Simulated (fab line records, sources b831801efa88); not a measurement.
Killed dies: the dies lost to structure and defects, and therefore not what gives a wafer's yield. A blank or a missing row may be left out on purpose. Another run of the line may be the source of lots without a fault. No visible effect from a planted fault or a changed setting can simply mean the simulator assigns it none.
Chamber matching | flow sfq_line | 4 sister chambers for SFQ_TRILAYER_I4_VIA_BARC_OPEN_VIA_ETCH_146 on rie_diel-02
The step etches BARC in O2, target depth 125 nm, time 41.7 s. 4 wafers are shown with their chamber, then 7 later ones without.

## WAFERS PAIRED WITH THEIR CHAMBERS
wafer  | chamber | oes_product_au (a.u.)
L175.1 | 2       | 0.693
L175.6 | 1       | 0.682
L177.2 | 3       | 0.683
L177.5 | 0       | 0.680

## WAFERS WITHOUT THEIR CHAMBER
wafer  | oes_product_au (a.u.)
L177.6 | 0.681
L179.3 | 0.686
L179.4 | 0.689
L179.6 | 0.676
L184.2 | 0.695
L184.4 | 0.690
L184.6 | 0.684

## WHICH CHAMBER EACH ONE RAN IN
wafer  | from the rows above               | in truth
L177.6 | can't be placed: 0 or 1 or 3      | 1
L179.3 | can't be placed: 3 or 1 or 0 or 2 | 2
L179.4 | can't be placed: 2 or 3 or 1 or 0 | 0
L179.6 | can't be placed: 0 or 1 or 3      | 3
L184.2 | 2                                 | 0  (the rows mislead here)
L184.4 | can't be placed: 2 or 3 or 1      | 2
L184.6 | can't be placed: 3 or 1 or 0      | 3
Correct placement for 0 of the 7. Not placeable from these rows: 6 (in 6, the candidates include the true chamber). Number placed wrongly: 1.
How it was worked out, from the rows above alone: a wafer's distance from a chamber is the root of the sum, over the readings, of the square of ((its reading less the chamber's mean) divided by the reading's scatter). The wafer belongs to the nearest chamber; if the next one is less than 2 further off, it can't be placed. For every chamber, the mean is computed from those of its wafers that are shown. The scatter (one wafer shown for each chamber): square how far every hidden wafer sits from the nearest shown wafer, average those squares and take the square root.
